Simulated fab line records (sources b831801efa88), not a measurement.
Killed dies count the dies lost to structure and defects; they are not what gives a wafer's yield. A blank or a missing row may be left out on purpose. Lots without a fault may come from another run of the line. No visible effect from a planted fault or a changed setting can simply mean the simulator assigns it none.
Struck lot and sound lot, side by side -- flow gf180mcu -- 22 steps out of a route of 602
Sound: these wafers, L352.1, L352.2, L352.5. Struck: wafers L366.1, L366.2. (L366.5 of the same lot was not struck and is left out.) The cause comes at the end.
Per side, at each step with rows, come the tool, then ch with its chambers, and then its first start. Under that, the readings that differ: sound wafers -- struck wafers -- difference of the means -- sigmas: that difference in standard deviations of wafers without a fault.
alike: readings with means less than 2 such deviations apart, plus words and numbers identical on both sides. not compared: withheld readings, readings lacking a value on some wafer, bounds such as >300 that could conceal the same value, and numbers that have no deviation in the record and whose values overlap.
A row with sigmas, a row that says differs or no value, or rows on one side alone: a step with any of these is where the two part. When numbers do not overlap yet have no deviation, they are printed without sigmas and do not part them. A reading missing from all wafers of one side parts the sides only when that side holds two or more wafers.

first, 6 steps without rows for these wafers: GF_VT_IMPLANT_HMDS_23 (prime time 60 s); GF_VT_IMPLANT_COAT_24 (resist thk 1000 nm); GF_VT_IMPLANT_SOFTBAKE_25 (time 60 s); GF_VT_IMPLANT_EXPOSE_26 (exposes mask LVPWELL HV AREA, target cd 860 nm); GF_VT_IMPLANT_PEB_27; GF_VT_IMPLANT_DEVELOP_28 (develop time 60 s).
GF_VT_IMPLANT_OVL_MEAS_29:
  struck on overlay-01, day 10 22:46; sound on overlay-01, day 6 16:52
  alike: VT_IMPLANT_02_OVL
next, for these wafers, 1 step has no rows: GF_VT_IMPLANT_IMPLANT_30.
GF_VT_IMPLANT_STRIP_31: strips in O2/N2.
  sound on plasma asher-04 ch 0,1, day 6 17:02; struck on plasma asher-02 ch 0,1, day 10 22:56
  alike: drypump motor current A, heater power w, oes product au, strip time to endpoint s
  not compared: rf hours counter h
GF_VT_IMPLANT_TW_MEAS_32:
  struck on film metro-01, day 10 23:02; sound on film metro-03, day 6 17:08
  alike: VT_IMPLANT_3_TW
then, 2 steps without rows for these wafers: GF_VT_IMPLANT_DEHYDRATE_33 (time 60 s); GF_VT_IMPLANT_HMDS_34 (prime time 60 s).
GF_VT_IMPLANT_COAT_35: resist thk 1000 nm.
  sound on litho track-02 ch 0, day 7 00:56; struck on litho track-02 ch 0, day 11 07:41
reading,sound,struck,difference,sigmas
model.NOVOLAK_of_VT_IMPLANT_COAT_35.thk nm (nm),1001 1003 1000,952.9 955.1,-47.3,
then, 3 steps without rows for these wafers: GF_VT_IMPLANT_SOFTBAKE_36 (time 60 s); GF_VT_IMPLANT_EXPOSE_37 (exposes mask Nwell HV AREA, target cd 860 nm); GF_VT_IMPLANT_PEB_38.
GF_VT_IMPLANT_DEVELOP_39: develop time 60 s.
  sound on litho track-03 ch 0, day 7 08:40; struck on litho track-01 ch 0, day 11 17:37
reading,sound,struck,difference,sigmas
model.NOVOLAK_of_VT_IMPLANT_COAT_35.thk nm (nm),1001 1002 999.6,952.5 954.7,-47.3,
GF_VT_IMPLANT_OVL_MEAS_40:
  struck on overlay-02, day 11 17:46; sound on overlay-02, day 7 08:49
  alike: VT_IMPLANT_03_OVL
next, for these wafers, 1 step has no rows: GF_VT_IMPLANT_IMPLANT_41.
GF_VT_IMPLANT_STRIP_42: strips in O2/N2.
  sound on plasma asher-02 ch 0,1, day 7 09:00; struck on plasma asher-04 ch 0,1, day 11 17:56
reading,sound,struck,difference,sigmas
oes product au (a.u.),0.721 0.719 0.727,0.712 0.714,-0.009,-2
strip time to endpoint s (s),12.65 12.64 12.65,12.09 12.11,-0.55,-14
  alike: drypump motor current A, heater power w
  not compared: rf hours counter h
GF_VT_IMPLANT_TW_MEAS_43:
  struck on film metro-01, day 11 18:02; sound on film metro-03, day 7 09:06
  alike: VT_IMPLANT_4_TW
-- record jumps: 21 days separate the struck wafers' starts on either side; left off in module VT_IMPLANT, taken up again in module PASSIVATION, whose first shown step is the route's number 602 --
GF_PASSIVATION_PROBE_99:
  record: rows for the struck wafers here (prober-01, day 33 05:31), none for the sound ones

== WHERE THEY PART ==
Earliest at GF_VT_IMPLANT_STRIP_42; latest, in this record, at GF_PASSIVATION_PROBE_99.

WHY: whatever the simulator had introduced
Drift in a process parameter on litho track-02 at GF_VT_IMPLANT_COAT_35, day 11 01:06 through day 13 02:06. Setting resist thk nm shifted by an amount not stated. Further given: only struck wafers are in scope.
